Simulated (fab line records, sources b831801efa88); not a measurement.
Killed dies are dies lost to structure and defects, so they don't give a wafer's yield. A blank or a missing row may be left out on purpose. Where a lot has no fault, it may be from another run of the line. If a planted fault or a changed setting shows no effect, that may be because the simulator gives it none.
A lot that was struck, set against a sound lot ; flow sky130 ; 15 steps out of a route of 708
Sound: these wafers, L690.1, L690.4, L690.5. Struck: wafer L695.1 (left out: L695.2, L695.4 of the same lot, which were not struck); the cause appears at the end.
Each step with rows lists, per side, the tool, then ch with its chambers, then its first start. Under that, the readings that differ: sound wafers ; struck wafers ; difference of the means ; sigmas: that difference in standard deviations of wafers without a fault.
alike: words and numbers the same on both sides, and readings whose means are apart by under 2 such deviations; not compared: readings that were withheld, readings missing a value for some wafer, numbers with overlapping values and no deviation given by the record, and bounds like >300 which may hide the same value.
A row with sigmas, a row that says differs or no value, or rows on one side alone: a step with any of these is where the two part. Numbers that have no deviation but don't overlap get no sigmas and don't part them. A reading missing from all wafers of one side parts the sides only when that side holds two or more wafers.

first, 1 step without rows for these wafers: SKY_METAL5_CLEAN_19 (cleans in O3/DIW).
SKY_PASSIVATION_CVD_00: deposits SiO2, target thk 90 nm.
  sound on pecvd-01 ch 0,1,2, day 44 16:34; struck on pecvd-04 ch 1, day 45 08:34
  alike: heater_power_w, rf_fwd_power_W
SKY_PASSIVATION_THK_MEAS_01:
  struck on film_metro-01, day 45 08:35; sound on film_metro-01, day 44 16:35
  alike: PASSIVATION_CVD_00_THK
SKY_PASSIVATION_CVD_02: deposits Si3N4, target thk 540 nm.
  sound on pecvd-02 ch 0,1,2, day 44 16:38; struck on pecvd-02 ch 2, day 45 08:39
  alike: heater_power_w, rf_fwd_power_W
SKY_PASSIVATION_THK_MEAS_03:
  struck on film_metro-02, day 45 08:53; sound on film_metro-04, day 44 16:52
  alike: PASSIVATION_CVD_02_THK
then, 7 steps without rows for these wafers: SKY_PASSIVATION_DEHYDRATE_04 (time 60 s); SKY_PASSIVATION_HMDS_05 (prime time 60 s); SKY_PASSIVATION_COAT_06 (resist thk 3000 nm); SKY_PASSIVATION_SOFTBAKE_07; SKY_PASSIVATION_EXPOSE_08 (exposes mask NSM, target cd 3000 nm); SKY_PASSIVATION_PEB_09; SKY_PASSIVATION_DEVELOP_10 (develop time 61.54 s).
SKY_PASSIVATION_ETCH_11: etches the open film in CF4/O2, stops on AlCu, target depth 725 nm, time 161.1 s.
  sound on rie_diel-04 ch 0,1,3, day 45 13:19; struck on rie_diel-04 ch 3, day 46 05:43
reading;sound;struck;difference;sigmas
oes_product_au (a.u.);0.972 0.981 0.983;0.917;-0.062;-10
rf_fwd_power_W (W);798.4 796.9 797.1;669.6;-127.9;-51
throttle_valve_pct (%);5.945 5.978 5.952;5.938;-0.020;-2
model.PASSIVATION.feature_depth_nm (nm);693.8 707.9 710.1;624.3;-79.6;
model.etch.depth_nm (nm);693.8 707.9 710.1;624.3;-79.6;
model.coat_of_PASSIVATION_COAT_06.thk_nm (nm);2514 2518 2517;2589;+73;
  alike: O2_flow_sccm, drypump_motor_current_A
  not compared: rf_hours_counter_h
SKY_PASSIVATION_STRIP_12: strips in O2/N2.
  sound on plasma_asher-02 ch 0,1, day 45 13:25; struck on plasma_asher-03 ch 0, day 46 05:49
reading;sound;struck;difference;sigmas
drypump_motor_current_A (A);4.8 4.8 5.8;6.5;+1.4;+3
strip_time_to_endpoint_s (s);31.49 31.54 31.54;32.35;+0.83;+7
  alike: oes_product_au
  not compared: rf_hours_counter_h
then, 1 step without rows for these wafers: SKY_PAD_OPEN_DEHYDRATE_00 (time 58.43 s).

WHERE THEY PART
First at SKY_PASSIVATION_ETCH_11; last, within this record, at SKY_PASSIVATION_STRIP_12.

WHY: the cause the simulator had injected
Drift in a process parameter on rie_diel-04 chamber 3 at SKY_PASSIVATION_ETCH_11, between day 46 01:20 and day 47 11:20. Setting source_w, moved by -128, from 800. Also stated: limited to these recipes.
